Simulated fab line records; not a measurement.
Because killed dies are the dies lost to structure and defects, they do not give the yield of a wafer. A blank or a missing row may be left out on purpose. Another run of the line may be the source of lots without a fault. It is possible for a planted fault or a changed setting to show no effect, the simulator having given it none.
A single fault, viewed from 2 desks	flow sfq line	numbers are kept per desk, each desk with only its own; the story behind them comes last

AT THE TOOL OWNER'S DESK: litho track-04
The tool's own readings at SFQ_TRILAYER_I6_VIA_LITHO_PEB_172 (peb time 60 s): means of the sampled wafers that have a number, for each lot that ran on this tool. Any lot whose mean is over 4 standard deviations away from the usual mean is out of limits and marked OUT; that distance is given in the brackets.
Columns: A = heater power total W at SFQ_TRILAYER_I6_VIA_LITHO_PEB_172, usual 79.15 W; B = plate temp C at SFQ_TRILAYER_I6_VIA_LITHO_PEB_172, usual 115.01 C
lot	first seen here	A	B
L968	day 64 09:19	79.14	115.20
L972	day 65 22:53	79.11	115.06
L975	day 73 13:42	80.10 (+15) OUT	115.82 (+5.8) OUT
L978	day 73 22:29	80.08 (+14) OUT	116.05 (+7.4) OUT
Finding of this desk: L975, L978 out of limits; the first was L975 at day 73 13:42, on heater power total W at SFQ_TRILAYER_I6_VIA_LITHO_PEB_172. Within limits: L968, L972.

FROM THE METROLOGY DESK
What the gauges read, lot by lot, whatever tool the lot ran on: means of the sampled wafers that have a number. Any lot whose mean is over 4 standard deviations away from the usual mean is out of limits and marked OUT; that distance is given in the brackets.
Columns: A = C5_OVL at SFQ_C5_OVL_MEAS_937, usual -2 nm; B = M6_OVL at SFQ_M6_OVL_MEAS_940, usual 0 nm; C = M7_OVL at SFQ_M7_OVL_MEAS_945, usual 0 nm
lot	first seen here	A	B	C
L959	day 52 12:06	-0	-9	-2
L960	day 52 15:43	-3	4	-11
L961	day 52 16:55	-1	5	-6
L962	day 52 19:17	-10	0	5
L963	day 52 21:54	-3	5	4
L964	day 53 00:19	6	3	1
L967	day 53 13:37	-2	-3	-4
L968	day 53 20:57	0	13	13
L972	day 65 12:06	1	-6	-1
L975	day 69 20:53	7	4	6
L977	day 69 23:16	-4	0	-7
L978	day 70 00:29	0	-5	-1
L980	day 70 06:28	-5	1	9
L981	day 70 07:40	1	-1	-6
Finding of this desk: none of the 14 lots has anything out of limits.

TAKEN TOGETHER
On L975, L978, at day 73 13:42, an alarm was possible from the tool owner's desk.
The metrology desk saw nothing out of limits.
The metrology desk has L975, L978 on record, within its limits.
The lots listed all ran SFQ_TRILAYER_I6_VIA_LITHO_PEB_172 on litho track-04.

WHAT THE SIMULATOR HAD INSERTED
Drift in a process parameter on litho track-04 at SFQ_TRILAYER_I6_VIA_LITHO_PEB_172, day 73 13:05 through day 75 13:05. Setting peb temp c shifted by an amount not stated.
Lots struck among those shown: L975, L978.
Hours from the fault's start to each desk's first reading out of limits: the tool owner's desk, 1.
